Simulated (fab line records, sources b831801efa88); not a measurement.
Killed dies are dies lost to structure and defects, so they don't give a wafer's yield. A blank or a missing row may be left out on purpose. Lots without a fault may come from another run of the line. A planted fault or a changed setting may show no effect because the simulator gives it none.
fab line records | flow sky130
record lots=11 wafers=33 last_day=50
route steps=708 shown GATE_OXIDE@200 LI_CONTACT@375 VIA1@458
lots that met no fault: from a run of the same line without faults
start_h: hours from the record's first day to the start of the lot's first wafer shown | wait_h: hours since the lot's step before | " the same as in the row above | L1.1+2: a row that stands for several wafers | - no value, or no start given | * or withheld: withheld | < > ~ a bound
route shown NAME@n: a module of which the file shows steps, and the number in the route of the first | usual: mean/standard deviation of fault-free wafers | same: alike in all rows | chamber/n: place in a boat | sites: the reading at each site | _std_site: their standard deviation | _edge_site: outer sites' mean less inner sites' | radius_mm: how far each site lies from the wafer's centre | mask NAME#n: copy n | behind: the tool/chamber that last shaped the wafer | hold: why the lot was held/for how many hours/how that ended | device: the transistor (n, p or np) that didn't switch | end of line: the same wafers' tests at the end of the route | a step without rows: its recipe alone | killed: dies lost to structure and defects at the first sort, not the wafer's yield | map: a wafer's dies, x killed, . not, _ none there
set.NAME: the setting as run; set.NAME@STEP: as run at that earlier step | model.NAME: the simulator's own value behind a step, which no gauge read
steps of the route over a sample of lots; a table a step, a row a wafer
services: from which hour (start_h, from the record's first day; less than 0 if before it) a tool's chamber was out of use, for how many hours, and why
## steps
# step SKY_GATE_OXIDE_STRIP_13
# recipe chemistry=O2/N2 power_w=1400 pressure_mtorr=1500 platen_temp_c=withheld o2_flow_sccm=3000 n2_flow_sccm=300 overash_fraction=0.5
# usual drypump_motor_current_A=5.7/0.52 oes_product_au=0.715/0.0046 strip_time_to_endpoint_s=14.19/0.039
# columns lot.wafer tool chamber start_h wait_h drypump_motor_current_A oes_product_au rf_hours_counter_h strip_time_to_endpoint_s
L127.3 plasma_asher-01 1 300.94 0.0 5.0 0.714 - 14.21
L127.4 " 0 " " 6.4 0.717 - 14.24
L127.5 " 0 " " 6.4 0.723 - 14.23
L130.1 plasma_asher-02 0 321.10 0.0 6.1 0.710 50 14.20
L130.5 " 0 " " 6.1 0.717 - 14.21
L130.6 " 1 " " 5.5 0.714 - 14.20
L134.2 plasma_asher-01 0 354.59 0.0 6.4 0.716 61 14.15
L134.3 " 0 " " 6.4 0.704 - 14.13
L134.6 " 0 " " 6.4 0.717 - 14.12
L135.2 plasma_asher-04 0 358.07 0.0 6.1 0.718 69 14.15
L135.4 " 1 " " 5.2 0.721 - 14.13
L135.6 " 0 " " 6.1 0.713 - 14.18
L137.2 plasma_asher-02 0 379.27 0.0 6.1 0.711 55 14.24
L137.3 " 1 " " 5.5 0.710 - 14.20
L137.5 " 0 " " 6.1 0.722 - 14.18
L139.1 plasma_asher-04 1 390.40 0.0 5.2 0.711 72 14.16
L139.2 " 0 " " 6.1 0.716 72 14.17
L139.6 " 0 " " 6.1 0.717 - 14.17
L146.1 plasma_asher-04 1 451.92 0.0 5.2 0.719 2 14.22
L146.4 " 0 " " 6.1 0.712 - 14.18
L146.5 " 1 " " 5.2 0.718 - 14.19
L147.2 plasma_asher-01 0 465.80 0.0 6.4 0.712 72 14.12
L147.4 " 0 " " 6.4 0.712 - 14.12
L147.6 " 0 " " 6.4 0.710 - 14.13
L148.1 plasma_asher-02 1 473.76 0.0 5.4 0.712 65 14.13
L148.3 " 0 " " 6.1 0.716 - 14.18
L148.5 " 0 " " 6.1 0.715 - 14.19
L149.1 plasma_asher-02 1 480.85 0.0 5.4 0.714 66 14.26
L149.3 " 0 " " 6.1 0.712 - 14.29
L149.6 " 0 " " 6.1 0.715 - 14.21
L150.2 plasma_asher-04 1 489.41 0.0 5.2 0.709 6 14.19
L150.3 " 0 " " 6.1 0.715 - 14.20
L150.5 " 0 " " 6.2 0.707 - 14.28
# step SKY_LI_CONTACT_OVL_MEAS_13
# usual LI_CONTACT_OVL=-1/6.3
# columns lot.wafer tool chamber start_h wait_h LI_CONTACT_OVL[nm]
L127.3 overlay-01 - 667.05 0.1 -2
L127.4 " - " " 7
L127.5 " - " " -4
L130.1 overlay-01 - 690.18 0.1 5
L130.5 " - " " 2
L130.6 " - " " -3
L134.2 overlay-02 - 723.14 0.1 8
L134.3 " - " " -1
L134.6 " - " " 4
L135.2 overlay-01 - 724.89 0.1 3
L135.4 " - " " 0
L135.6 " - " " 1
L137.2 overlay-02 - 743.69 0.1 -15
L137.3 " - " " -11
L137.5 " - " " -10
L139.1 overlay-02 - 755.93 0.1 10
L139.2 " - " " 4
L139.6 " - " " 12
L147.2 overlay-02 - 820.98 0.1 0
L147.4 " - " " 6
L147.6 " - " " 0
L146.1 overlay-02 - 823.04 0.1 -4
L146.4 " - " " -7
L146.5 " - " " -11
L148.1 overlay-01 - 832.84 0.1 2
L148.3 " - " " 0
L148.5 " - " " 4
L149.1 overlay-01 - 834.64 0.1 4
L149.3 " - " " 2
L149.6 " - " " 1
L150.2 overlay-01 - 837.59 0.1 5
L150.3 " - " " -1
L150.5 " - " " -4
# step SKY_LI_CONTACT_CMP_24
# recipe stop_on=PSG t_overpolish_s=20 down_force_psi=3.5 platen_rpm=60 target_thk_nm=0 pad_velocity_m_s=0.94248
# usual motor_current_A=10.8/0.97 overpolish_run_s=20.001/0.009 time_to_endpoint_s=96/3
# columns lot.wafer tool chamber start_h wait_h motor_current_A overpolish_run_s time_to_endpoint_s
L127.3 cmp-01 2 667.99 0.1 10.9 20.008 95
L127.4 " 0 " " 9.2 20.012 95
L127.5 " 1 " " 10.3 19.991 97
L130.1 cmp-02 2 691.19 0.1 12.7 20.007 92
L130.6 " 0 " " 10.6 19.999 96
L130.5 " 1 " " 11.1 19.993 94
L134.2 cmp-01 1 724.04 0.0 10.8 20.006 97
L134.3 " 3 " " 10.9 19.982 92
L134.6 " 2 " " 11.1 19.995 93
L135.4 cmp-02 1 726.06 0.1 11.6 20.008 92
L135.2 " 2 " " 13.0 19.980 95
L135.6 " 0 " " 11.5 19.996 92
L137.2 cmp-02 0 744.89 0.3 11.2 19.999 95
L137.3 " 2 " " 12.1 20.008 94
L137.5 " 3 " " 9.6 19.995 98
L139.1 cmp-01 2 756.94 0.1 10.4 20.000 93
L139.2 " 3 " " 10.3 20.012 94
L139.6 " 0 " " 9.6 19.997 92
L147.4 cmp-02 1 821.94 0.1 11.5 20.004 94
L147.2 " 3 " " 10.1 19.978 101
L147.6 " 1 " " 11.0 19.995 94
L146.1 cmp-02 2 824.02 0.1 12.8 20.008 99
L146.4 " 3 " " 10.4 19.992 102
L146.5 " 2 " " 12.5 19.998 100
L148.1 cmp-01 3 833.78 0.1 11.1 20.014 95
L148.3 " 2 " " 10.5 20.006 96
L148.5 " 3 " " 11.1 20.005 94
L149.3 cmp-01 3 835.59 0.1 10.8 20.015 99
L149.1 " 1 " " 10.8 20.001 101
L149.6 " 2 " " 11.5 19.990 98
L150.2 cmp-01 3 838.59 0.1 11.0 19.997 95
L150.3 " 0 " " 9.1 20.005 96
L150.5 " 2 " " 11.2 20.002 96
# step SKY_VIA1_HDPCVD_00
# recipe material=SiO2 target_thk_nm=1030 sigma_open_frac=0.3 time_s=171.7 temp_c=400 sih4_flow_sccm=60 pressure_mtorr=6
# usual pressure_mtorr=6.000/0.012 run_length_s=199.5/0.46 susceptor_temp_C=400.02/0.24
# columns lot.wafer tool chamber start_h wait_h pressure_mtorr run_length_s susceptor_temp_C
L127.3 hdpcvd-02 0 753.07 0.0 5.996 200.3 399.94
L127.4 " 0 " " 5.989 199.7 399.91
L127.5 " 1 " " 5.988 199.3 400.15
L130.1 hdpcvd-02 1 775.27 0.0 5.995 199.4 399.98
L130.5 " 0 " " 6.000 199.6 400.13
L130.6 " 2 " " 6.003 198.9 399.79
L134.2 hdpcvd-02 0 805.97 0.0 6.001 200.3 400.01
L134.3 " 2 " " 6.007 199.2 399.77
L134.6 " 2 " " 6.009 199.3 399.69
L135.2 hdpcvd-02 2 808.78 0.0 6.018 199.1 399.94
L135.4 " 1 " " 6.002 199.4 399.73
L135.6 " 2 " " 6.005 198.9 399.86
L137.2 hdpcvd-01 1 828.39 0.0 5.979 198.9 400.13
L137.3 " 0 " " 5.994 199.3 399.51
L137.5 " 0 " " 5.985 199.7 399.92
L139.1 hdpcvd-02 1 841.00 0.0 6.017 199.2 399.73
L139.2 " 0 " " 6.001 170.3 -
L139.6 " 1 " " 6.014 199.4 399.96
L147.2 hdpcvd-02 0 906.32 0.0 5.984 199.7 400.09
L147.4 " 0 " " 5.973 199.8 400.11
L147.6 " 2 " " 6.003 199.0 400.11
L146.1 hdpcvd-02 1 909.44 0.0 5.998 200.2 399.53
L146.4 " 0 " " 5.970 199.8 399.48
L146.5 " 2 " " 5.985 198.9 399.89
L148.1 hdpcvd-02 1 917.60 0.0 6.004 200.4 400.05
L148.3 " 0 " " 6.017 199.7 400.36
L148.5 " 2 " " 5.991 199.7 399.61
L149.1 hdpcvd-02 1 919.25 0.0 5.998 200.0 400.07
L149.3 " 0 " " 6.005 199.5 400.09
L149.6 " 1 " " 5.999 199.5 399.88
L150.2 hdpcvd-01 1 923.65 0.0 5.991 198.4 399.85
L150.3 " 0 " " 5.967 199.8 399.79
L150.5 " 2 " " 5.985 199.4 400.20
# step SKY_VIA1_THK_MEAS_01
# recipe reads=SiO2_of_VIA1_HDPCVD_00
# usual VIA1_HDPCVD_THK=1034/13
# columns lot.wafer tool chamber start_h wait_h VIA1_HDPCVD_THK[nm]
L127.3 film_metro-03 - 753.20 0.1 1030
L127.4 " - " " 1027
L127.5 " - " " 1029
L130.1 film_metro-04 - 775.38 0.1 1011
L130.5 " - " " 1015
L130.6 " - " " 1047
L134.2 film_metro-03 - 806.09 0.1 1024
L134.3 " - " " 1043
L134.6 " - " " 1049
L135.2 film_metro-04 - 808.90 0.1 1055
L135.4 " - " " 1030
L135.6 " - " " 1051
L137.2 film_metro-03 - 828.51 0.1 1034
L137.3 " - " " 1042
L137.5 " - " " 1039
L139.1 film_metro-04 - 841.11 0.1 1054
L139.2 " - " " 850
L139.6 " - " " 1046
L147.2 film_metro-04 - 906.44 0.1 1014
L147.4 " - " " 1012
L147.6 " - " " 1025
L146.1 film_metro-02 - 909.55 0.1 1017
L146.4 " - " " 1018
L146.5 " - " " 1035
L148.1 film_metro-04 - 917.71 0.1 1033
L148.3 " - " " 1021
L148.5 " - " " 1040
L149.1 film_metro-03 - 919.36 0.1 1019
L149.3 " - " " 1019
L149.6 " - " " 1017
L150.2 film_metro-04 - 923.77 0.1 1037
L150.3 " - " " 1045
L150.5 " - " " 1032
## services
# columns tool chamber start_h hours kind
cmp-01 - 282.26 5.3 pm
cmp-01 - 302.85 1.4 repair
cmp-01 - 319.49 0.8 repair
cmp-01 - 401.74 0.6 repair
cmp-01 - 404.12 4.0 pm
cmp-01 - 407.51 3.1 repair
cmp-01 - 459.72 0.4 repair
cmp-01 - 467.58 1.8 repair
cmp-01 - 472.22 2.6 repair
cmp-01 - 546.10 0.7 repair
hdpcvd-02 1 562.30 4.1 repair
cmp-01 - 573.26 1.8 repair
hdpcvd-02 2 575.85 5.2 repair
hdpcvd-02 - 601.59 5.5 pm
cmp-01 - 650.39 6.2 pm
hdpcvd-02 - 650.75 15.0 pm
cmp-01 - 656.59 4.2 pm
cmp-01 - 685.46 1.0 repair
hdpcvd-02 - 689.94 0.9 repair
cmp-01 - 711.86 0.5 repair
cmp-01 - 744.12 4.0 pm
hdpcvd-02 - 777.89 1.2 repair
hdpcvd-02 - 802.50 2.7 pm
cmp-01 - 901.02 5.0 repair
## key
first_sign step=SKY_VIA1_HDPCVD_00 reading=run_length_s direction=down sigmas=64 usual=* struck=*
effect step=SKY_VIA1_THK_MEAS_01 reading=VIA1_HDPCVD_THK direction=down sigmas=14 usual=1034 struck=850
met_at SKY_VIA1_HDPCVD_00
struck_lots L139
struck_wafers L139.2
not_acting_at SKY_GATE_OXIDE_STRIP_13,SKY_LI_CONTACT_OVL_MEAS_13,SKY_LI_CONTACT_CMP_24
onset_between 808.78 841.00
fault kind=process_parameter_drift tool=hdpcvd-02 chamber=- onset_h=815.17 steps=SKY_VIA1_HDPCVD_00 channel=time_s offset=* shape=step end_h=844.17 scope=struck_wafers_only acts_in=* stated=*
